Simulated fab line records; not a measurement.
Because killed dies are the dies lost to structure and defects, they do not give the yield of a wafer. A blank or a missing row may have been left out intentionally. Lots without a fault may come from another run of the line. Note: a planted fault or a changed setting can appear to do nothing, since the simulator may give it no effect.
A single fault, viewed from 2 desks    flow gf180mcu    every desk sees just its own numbers, and what lay behind them comes last

## THE METROLOGY DESK
Lot by lot, what the gauges showed, no matter which tool ran the lot: averages of those sampled wafers that carry a number. A lot is out of limits, marked OUT, if its mean lies more than 4 standard deviations from the usual mean; the brackets give that distance.
Columns: A = cdNm at GF_V2_CD_MEAS_14, usual 260.1 nm
lot   first seen here  A
L643  day 19 14:01     260.6
L645  day 20 12:20     260.6
L648  day 22 05:12     260.2
L650  day 22 22:18     258.6
L652  day 24 04:31     258.7
L653  day 24 14:01     260.3
L654  day 24 15:21     260.8
L656  day 25 12:13     259.5
L661  day 26 15:06     258.2
L662  day 26 19:03     259.5
L665  day 27 10:25     258.0
L666  day 27 17:42     261.6
Finding of this desk: none of the 12 lots has anything out of limits.

## AT THE TOOL OWNER'S DESK: lithoTrack-02
At GF_M3_SOFTBAKE_10 (time 60 s), the tool's own readings, given per lot that ran on this tool as the mean of the sampled wafers with a number. A lot is out of limits, marked OUT, if its mean lies more than 4 standard deviations from the usual mean; the brackets give that distance.
Columns: A = chillPlateTempC at GF_M3_SOFTBAKE_10, usual 23.02 C; B = runLengthS at GF_M3_SOFTBAKE_10, usual 89.30 s
lot   first seen here  A      B
L648  day 22 18:14     22.89  89.23
L653  day 25 02:28     22.97  89.18
L656  day 26 00:43     23.01  91.05 (+13) OUT
L661  day 27 02:41     22.99  91.07 (+13) OUT
This desk's finding: out of limits on L656, L661; first on L656, day 26 00:43 (runLengthS at GF_M3_SOFTBAKE_10). Within limits: L648, L653.

## PUT TOGETHER
At day 26 00:43, on L656, L661, the tool owner's desk was in a position to raise an alarm.
From the metrology desk's view, nothing was out of limits.
The metrology desk has L656, L661 on record, within its limits.
The lots listed all ran GF_M3_SOFTBAKE_10 on lithoTrack-02.

## WHAT HAD BEEN PUT IN BY THE SIMULATOR
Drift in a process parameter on lithoTrack-02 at GF_M3_SOFTBAKE_10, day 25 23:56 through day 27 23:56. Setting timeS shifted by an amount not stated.
Lots struck among those shown: L656, L661.
Delay in hours, fault start to first out-of-limits reading, by desk: the tool owner's desk at 1.
